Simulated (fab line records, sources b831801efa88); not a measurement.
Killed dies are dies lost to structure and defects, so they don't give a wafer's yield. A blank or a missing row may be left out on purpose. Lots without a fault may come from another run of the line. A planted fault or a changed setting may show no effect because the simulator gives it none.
fab line records | flow sfq_line
record lots=5 wafers=15 last_day=87
route steps=325 shown M6@255 I6@266 M7@281
lots that met no fault: from a run of the same line without faults
start_h: hours from the record's first day to the start of the lot's first wafer shown | wait_h: hours since the lot's step before | " the same as in the row above | L1.1+2: a row that stands for several wafers | - no value, or no start given | * or withheld: withheld | < > ~ a bound
route shown NAME@n: a module of which the file shows steps, and the number in the route of the first | usual: mean/standard deviation of fault-free wafers | same: alike in all rows | chamber/n: place in a boat | sites: the reading at each site | _std_site: their standard deviation | _edge_site: outer sites' mean less inner sites' | radius_mm: how far each site lies from the wafer's centre | mask NAME#n: copy n | behind: the tool/chamber that last shaped the wafer | hold: why the lot was held/for how many hours/how that ended | device: the transistor (n, p or np) that didn't switch | end of line: the same wafers' tests at the end of the route | a step without rows: its recipe alone | killed: dies lost to structure and defects at the first sort, not the wafer's yield | map: a wafer's dies, x killed, . not, _ none there
set.NAME: the setting as run; set.NAME@STEP: as run at that earlier step | model.NAME: the simulator's own value behind a step, which no gauge read
lots at some steps of the route; a table a step, a row a wafer
services: from which hour (start_h, from the record's first day; less than 0 if before it) a tool's chamber was out of use, for how many hours, and why
## steps
# step SFQ_TRILAYER_M6_LITHO_COAT_164
# recipe resist=BARC spin_rpm=3000 resist_thk_nm=62
# step SFQ_TRILAYER_M6_LITHO_COAT_159
# recipe resist=KrF spin_rpm=3000 resist_thk_nm=600
# step SFQ_TRILAYER_M6_LITHO_SOFTBAKE_163
# recipe temp_c=withheld time_s=withheld resist=KrF
# step SFQ_TRILAYER_M6_LITHO_EXPOSE_160
# recipe mask_id=M6 na=0.6 source_shape=conventional sigma_outer=0.65 target_cd_nm=500 dose_mj=14.4
# step SFQ_TRILAYER_M6_LITHO_PEB_162
# recipe peb_temp_c=115 peb_time_s=60 resist=KrF
# step SFQ_TRILAYER_M6_LITHO_DEVELOP_161
# recipe time_s=60 resist=KrF
# step SFQ_M6_OVL_MEAS_940
# usual M6_OVL=-2/5.6
# columns lot.wafer tool chamber start_h wait_h M6_OVL[nm]
L793.1 overlay-02 - 1569.55 0.1 8
L793.3 " - " " 8
L793.5 " - " " -1
L801.1 overlay-01 - 1908.27 0.1 -1
L801.2 " - " " -7
L801.6 " - " " 4
L803.2 overlay-02 - 1917.88 0.1 -7
L803.3 " - " " -5
L803.5 " - " " -4
L808.2 overlay-01 - 1943.07 0.1 1
L808.5 " - " " 9
L808.6 " - " " 4
L814.1 overlay-02 - 1962.71 0.1 0
L814.3 " - " " 1
L814.4 " - " " 2
# step SFQ_TRILAYER_M6_BARC_OPEN_METAL_ETCH_206
# recipe mask_material=PR chemistry=O2 target_depth_nm=125 target=BARC icp_w=600 bias_w=80 pressure_mtorr=10 time_s=41.7
# usual drypump_motor_current_A=5.9/0.37 oes_product_au=0.685/0.0052
# columns lot.wafer tool chamber start_h wait_h drypump_motor_current_A oes_product_au rf_hours_counter_h
L793.1 rie_metal-04 1 1569.59 0.0 5.8 0.681 71
L793.3 " 0 " " 5.1 0.694 -
L793.5 " 1 " " 5.8 0.686 -
L801.1 rie_metal-01 0 1908.30 0.0 6.2 0.676 75
L801.2 " 1 " " 6.3 0.685 116
L801.6 " 0 " " 6.1 0.685 -
L803.2 rie_metal-01 0 1917.91 0.0 6.1 0.680 77
L803.3 " 0 " " 6.1 0.682 -
L803.5 " 1 " " 6.3 0.682 -
L808.2 rie_metal-01 1 1943.10 0.0 6.3 0.678 123
L808.5 " 0 " " 6.1 0.691 -
L808.6 " 1 " " 6.3 0.684 -
L814.1 rie_metal-03 0 1962.75 0.0 5.9 0.687 86
L814.3 " 0 " " 6.0 0.688 -
L814.4 " 0 " " 5.9 0.688 -
# step SFQ_TRILAYER_M6_ETCH_METAL_ETCH_162
# recipe target=Nb stop_on=SiO2 mask_material=PR chemistry=Cl2/Ar target_depth_nm=240 icp_w=600 bias_w=80 pressure_mtorr=10 time_s=120
# usual drypump_motor_current_A=5.9/0.37 oes_product_au=0.895/0.0083
# columns lot.wafer tool chamber start_h wait_h drypump_motor_current_A oes_product_au rf_hours_counter_h
L793.1 rie_metal-04 1 1569.65 0.0 5.8 0.899 71
L793.3 " 0 " " 5.0 0.888 -
L793.5 " 1 " " 5.9 0.888 -
L801.1 rie_metal-01 0 1908.36 0.0 6.1 0.902 75
L801.2 " 1 " " 6.3 0.909 116
L801.6 " 0 " " 6.2 0.892 -
L803.2 rie_metal-01 0 1917.97 0.0 6.1 0.892 77
L803.3 " 0 " " 6.1 0.897 -
L803.5 " 1 " " 6.3 0.894 -
L808.2 rie_metal-01 1 1943.16 0.0 6.3 0.883 123
L808.5 " 0 " " 6.1 0.887 -
L808.6 " 1 " " 6.3 0.896 -
L814.1 rie_metal-03 0 1962.87 0.1 5.9 0.886 86
L814.3 " 0 " " 5.9 0.888 -
L814.4 " 0 " " 5.9 0.887 -
# step SFQ_TRILAYER_M6_STRIP_STRIP_163
# recipe gas=O2 power_w=200 platen_temp_c=40 overash_fraction=0.65 chemistry=O2 pressure_mtorr=50
# usual drypump_motor_current_A=5.9/0.36 oes_product_au=0.999/0.017
# columns lot.wafer tool chamber start_h wait_h drypump_motor_current_A oes_product_au rf_hours_counter_h
L793.1 rie_metal-04 1 1569.77 0.1 5.8 1.012 71
L793.3 " 0 " " 5.0 0.999 -
L793.5 " 1 " " 5.8 1.008 -
L801.1 rie_metal-01 0 1908.49 0.1 6.1 1.028 75
L801.2 " 1 " " 6.3 1.004 116
L801.6 " 0 " " 6.1 1.025 -
L803.2 rie_metal-01 0 1918.10 0.1 6.1 1.029 77
L803.3 " 0 " " 6.1 1.028 -
L803.5 " 1 " " 6.3 1.006 -
L808.2 rie_metal-01 1 1943.29 0.1 6.3 0.991 123
L808.5 " 0 " " 6.1 1.021 -
L808.6 " 1 " " 6.3 0.998 -
L814.1 rie_metal-03 0 1963.12 0.2 5.9 0.980 86
L814.3 " 0 " " 5.9 0.981 -
L814.4 " 0 " " 5.9 0.985 -
# step SFQ_TRILAYER_M6_STRIP_SOLV_CLEAN_164
# recipe chemistry=NMP temp_c=70 time_s=600
# step SFQ_TRILAYER_I6_DEP_PECVD_165
# recipe material=SiO2 temp_c=150 time_s=111.11 pressure_torr=2.4 rf_w=183.3 precursor=SiH4/N2O target_thk_nm=500
# usual heater_power_w=90/18 throttle_valve_pct=24.5/1.1
# columns lot.wafer tool chamber start_h wait_h heater_power_w throttle_valve_pct
L793.1 pecvd-03 0 1570.55 0.0 83 24.6
L793.3 " 2 " " 114 25.2
L793.5 " 1 " " 123 26.3
L801.1 pecvd-03 0 1909.28 0.0 88 24.3
L801.2 " 1 " " 119 26.3
L801.6 " 2 " " 110 25.5
L803.2 pecvd-04 0 1918.93 0.0 92 23.1
L803.3 " 0 " " 77 23.1
L803.5 " 0 " " 83 23.3
L808.2 pecvd-04 1 1944.06 0.0 91 24.5
L808.5 " 2 " " 75 23.7
L808.6 " 1 " " 93 24.2
L814.1 pecvd-04 1 1964.49 0.0 93 24.7
L814.3 " 0 " " 93 23.4
L814.4 " 1 " " 92 24.6
# step SFQ_TRILAYER_I6_CMP_CMP_166
# recipe material=SiO2 down_force_psi=3 platen_rpm=60 pad_velocity_m_s=0.94248
# usual edge_zone_pressure_frac=1.001/0.0059 motor_current_A=9.8/1.5 time_to_endpoint_s=217/7.2
# columns lot.wafer tool chamber start_h wait_h edge_zone_pressure_frac motor_current_A time_to_endpoint_s model.SiO2_of_TRILAYER_I6_DEP_PECVD_165.thk_nm
L793.3 cmp-01 2 1572.25 1.7 0.993 8.1 216 199.8
L793.1 " 3 " " 1.003 13.5 220 202.2
L793.5 " 2 1574.25 3.6 0.997 8.4 219 200.9
L801.1 cmp-02 3 1909.36 0.0 1.006 9.5 210 199.5
L801.2 " 0 " " 1.008 9.7 209 199.1
L801.6 " 3 1911.36 2.0 0.997 9.0 223 200.1
L803.3 cmp-01 1 1919.63 0.6 0.996 10.2 228 181.7
L803.2 " 3 1920.63 1.7 0.995 12.2 224 202.5
L803.5 " 1 1921.63 2.5 1.000 10.0 230 181.1
L808.2 cmp-02 1 1946.54 2.4 1.000 11.3 214 200.2
L808.6 " 1 1948.54 4.4 0.997 12.0 216 200.3
L808.5 " 2 " " 1.002 9.0 214 200.4
L814.4 cmp-01 1 1971.92 7.4 1.001 10.1 219 201
L814.1 " 3 1972.92 8.4 0.989 12.1 229 201.2
L814.3 " 0 " " 1.004 8.0 201 199.3
# step SFQ_I6_BOW_MEAS_941
# recipe mode=bow
# usual I6_BOW=4/11
# columns lot.wafer tool chamber start_h wait_h I6_BOW[um]
L793.1 film_metro-02 - 1574.75 1.5 13
L793.3 " - " " -5
L793.5 " - " " 27
L801.1 film_metro-04 - 1912.36 2.5 -11
L801.2 " - " " 7
L801.6 " - " " 19
L803.2 film_metro-01 - 1922.15 1.0 6
L803.3 " - " " 1
L803.5 " - " " 6
L808.2 film_metro-04 - 1949.56 2.5 10
L808.5 " - " " 7
L808.6 " - " " 8
L814.1 film_metro-01 - 1974.92 1.5 -5
L814.3 " - " " 2
L814.4 " - " " 4
# step SFQ_TRILAYER_I6_METRO_MEASURE_167
# usual thk_nm=200.7/1
# columns lot.wafer tool chamber start_h wait_h thk_nm
L793.1 film_metro-02 - 1574.87 0.1 202.2
L793.3 " - " " 199.6
L793.5 " - " " 201.0
L801.1 film_metro-04 - 1912.48 0.1 199.4
L801.2 " - " " 199.2
L801.6 " - " " 200.3
L803.2 film_metro-01 - 1922.45 0.3 202.6
L803.3 " - " " 181.8
L803.5 " - " " 181.0
L808.2 film_metro-04 - 1949.86 0.3 200.1
L808.5 " - " " 200.4
L808.6 " - " " 200.3
L814.1 film_metro-01 - 1975.04 0.1 201.3
L814.3 " - " " 199.2
L814.4 " - " " 200.9
# step SFQ_TRILAYER_I6_VIA_LITHO_COAT_174
# recipe resist=BARC spin_rpm=3000 resist_thk_nm=62
# step SFQ_TRILAYER_I6_VIA_LITHO_COAT_169
# recipe resist=KrF spin_rpm=3000 resist_thk_nm=650
# step SFQ_TRILAYER_I6_VIA_LITHO_SOFTBAKE_173
# recipe temp_c=withheld time_s=withheld resist=KrF
# step SFQ_TRILAYER_I6_VIA_LITHO_EXPOSE_170
# recipe mask_id=I6 na=0.6 source_shape=conventional sigma_outer=0.65 target_cd_nm=700 dose_mj=21.3
# step SFQ_TRILAYER_I6_VIA_LITHO_PEB_172
# recipe peb_temp_c=115 peb_time_s=60 resist=KrF
# step SFQ_TRILAYER_I6_VIA_LITHO_DEVELOP_171
# recipe time_s=60 resist=KrF
# step SFQ_I6_OVL_MEAS_942
# usual I6_OVL=-2/6.2
# columns lot.wafer tool chamber start_h wait_h I6_OVL[nm]
L793.1 overlay-01 - 1683.22 0.1 7
L793.3 " - " " 3
L793.5 " - " " 13
L801.1 overlay-02 - 1915.93 0.1 -14
L801.2 " - " " -10
L801.6 " - " " -7
L803.2 overlay-02 - 1926.30 0.1 -3
L803.3 " - " " -2
L803.5 " - " " -3
L808.2 overlay-02 - 1953.24 0.1 0
L808.5 " - " " -7
L808.6 " - " " -6
L814.1 overlay-01 - 1982.25 0.1 -8
L814.3 " - " " -3
L814.4 " - " " -8
# step SFQ_TRILAYER_I6_VIA_BARC_OPEN_VIA_ETCH_235
# recipe mask_material=PR chemistry=O2 target_depth_nm=125 target=BARC source_w=500 bias_w=80 pressure_mtorr=30 time_s=41.7
# step SFQ_TRILAYER_I6_VIA_ETCH_VIA_ETCH_172
# recipe target=SiO2 stop_on=Nb mask_material=PR taper_deg=20 chemistry=CHF3 target_depth_nm=260 source_w=500 bias_w=80 pressure_mtorr=30 time_s=withheld
# usual drypump_motor_current_A=5.8/0.49 oes_product_au=0.856/0.0061
# columns lot.wafer tool chamber start_h wait_h drypump_motor_current_A oes_product_au model.I6.feature_depth_nm model.etch.depth_nm
L793.1 rie_diel-03 2 1683.30 0.0 6.7 0.863 202.2 202.2
L793.3 " 1 " " 5.2 0.852 199.8 199.8
L793.5 " 1 " " 5.2 0.857 200.9 200.9
L801.1 rie_diel-03 3 1916.00 0.0 6.3 0.851 199.5 199.5
L801.2 " 1 " " 5.2 0.845 199.1 199.1
L801.6 " 3 " " 6.3 0.860 200.1 200.1
L803.2 rie_diel-04 1 1926.37 0.0 6.0 0.864 202.5 202.5
L803.3 " 3 " " 5.4 0.813 181.7 181.7
L803.5 " 0 " " 5.3 0.807 181.1 181.1
L808.2 rie_diel-02 0 1953.31 0.0 5.6 0.849 200.2 200.2
L808.5 " 3 " " 5.5 0.855 200.4 200.4
L808.6 " 0 " " 5.6 0.849 200.3 200.3
L814.1 rie_diel-03 1 1982.32 0.0 5.2 0.862 201.2 201.2
L814.3 " 3 " " 6.3 0.848 199.3 199.3
L814.4 " 0 " " 6.0 0.853 201 201
# step SFQ_TRILAYER_I6_VIA_STRIP_STRIP_173
# recipe gas=O2 power_w=200 platen_temp_c=40 overash_fraction=0.65 chemistry=O2 pressure_mtorr=50
# usual drypump_motor_current_A=5.89/0.23 oes_product_au=0.996/0.016
# columns lot.wafer tool chamber start_h wait_h drypump_motor_current_A oes_product_au rf_hours_counter_h
L793.1 rie_metal-01 0 1683.41 - 6.08 1.020 43
L793.3 " 1 " " 6.28 0.994 -
L793.5 " 1 " " 6.29 0.990 -
L801.1 rie_metal-01 1 1916.11 - 6.29 0.995 118
L801.2 " 0 " " 6.13 1.027 77
L801.6 " 0 " " 6.10 1.026 -
L803.2 rie_metal-01 0 1926.48 - 6.07 1.037 79
L803.3 " 1 " " 6.31 1.003 -
L803.5 " 1 " " 6.28 1.013 -
L808.2 rie_metal-02 0 1953.42 - 5.63 1.010 4
L808.5 " 1 " " 5.74 0.989 -
L808.6 " 0 " " 5.66 1.005 -
L814.1 rie_metal-03 0 1982.44 - 5.93 0.978 93
L814.3 " 0 " " 5.93 0.990 -
L814.4 " 0 " " 5.96 0.984 -
# step SFQ_TRILAYER_I6_VIA_STRIP_SOLV_CLEAN_174
# recipe chemistry=NMP temp_c=70 time_s=600
# step SFQ_TRILAYER_M7_DEP_PRE_CLEAN_176
# recipe gas=Ar time_s=22.5 bias_v=250
# columns lot.wafer tool chamber start_h wait_h model.SiO2_of_TRILAYER_I6_DEP_PECVD_165.thk_nm
L793.1 pvd_sputter-04 - 1684.18 0.0 194.7
L793.3 " - " " 192.3
L793.5 " - " " 193.4
L801.1 pvd_sputter-06 - 1916.89 0.0 192
L801.2 " - " " 191.6
L801.6 " - " " 192.6
L803.2 pvd_sputter-05 - 1927.26 0.0 195
L803.3 " - " " 174.2
L803.5 " - " " 173.6
L808.2 pvd_sputter-04 - 1954.20 0.0 192.7
L808.5 " - " " 192.9
L808.6 " - " " 192.8
L814.1 pvd_sputter-06 - 1983.81 0.0 193.7
L814.3 " - " " 191.8
L814.4 " - " " 193.5
# step SFQ_TRILAYER_M7_DEP_SPUTTER_175
# recipe material=Nb base_pressure_pa=1.33e-06 chamber_pressure_pa=0.1333 substrate_temp_c=20 target_thk_nm=200 power_w=2000 time_s=133.3
## services
# columns tool chamber start_h hours kind
pecvd-04 - 1548.06 1.0 repair
rie_diel-03 - 1562.79 0.9 repair
rie_diel-03 - 1587.88 4.3 pm
cmp-01 - 1593.42 4.0 pm
rie_metal-01 - 1594.38 0.6 repair
rie_diel-03 1 1620.14 2.1 repair
pecvd-04 - 1650.95 0.8 repair
pecvd-04 - 1686.25 14.0 pm
rie_metal-01 - 1689.12 0.3 repair
pecvd-04 1 1711.69 6.6 repair
rie_metal-03 1 1721.10 3.7 repair
cmp-01 - 1740.89 2.8 repair
cmp-01 - 1744.44 5.4 pm
pecvd-04 2 1749.52 3.9 repair
pecvd-04 0 1759.49 7.7 repair
rie_metal-03 - 1766.97 0.3 repair
rie_diel-03 1 1771.98 2.5 repair
rie_metal-04 1 1777.14 2.5 repair
rie_metal-04 0 1787.55 15.9 repair
rie_metal-03 - 1787.60 5.7 repair
rie_metal-01 - 1795.53 2.8 pm
rie_metal-01 1 1949.78 1.0 repair
rie_metal-03 - 1950.24 2.8 pm
rie_metal-01 0 1971.81 4.8 repair
## key
first_sign step=SFQ_TRILAYER_I6_METRO_MEASURE_167 reading=thk_nm direction=down sigmas=19 usual=200.7 struck=181.4
effect step=SFQ_TRILAYER_I6_VIA_ETCH_VIA_ETCH_172 reading=oes_product_au direction=down sigmas=7.6 usual=0.856 struck=0.810
model_effect step=SFQ_TRILAYER_I6_CMP_CMP_166 value=SiO2_of_TRILAYER_I6_DEP_PECVD_165.thk_nm without=201.4 struck=181.4
model_effect step=SFQ_TRILAYER_I6_VIA_ETCH_VIA_ETCH_172 value=I6.feature_depth_nm without=201.4 struck=181.4
model_effect step=SFQ_TRILAYER_M7_DEP_PRE_CLEAN_176 value=SiO2_of_TRILAYER_I6_DEP_PECVD_165.thk_nm without=193.9 struck=173.9
met_at SFQ_TRILAYER_I6_CMP_CMP_166
struck_wafers L803.3,L803.5
fault kind=process_parameter_drift tool=cmp-01 chamber=1 onset_h=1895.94 steps=SFQ_TRILAYER_I6_CMP_CMP_166 channel=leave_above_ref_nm offset=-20 shape=step end_h=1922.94 acts_in=these_recipes_only stated=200
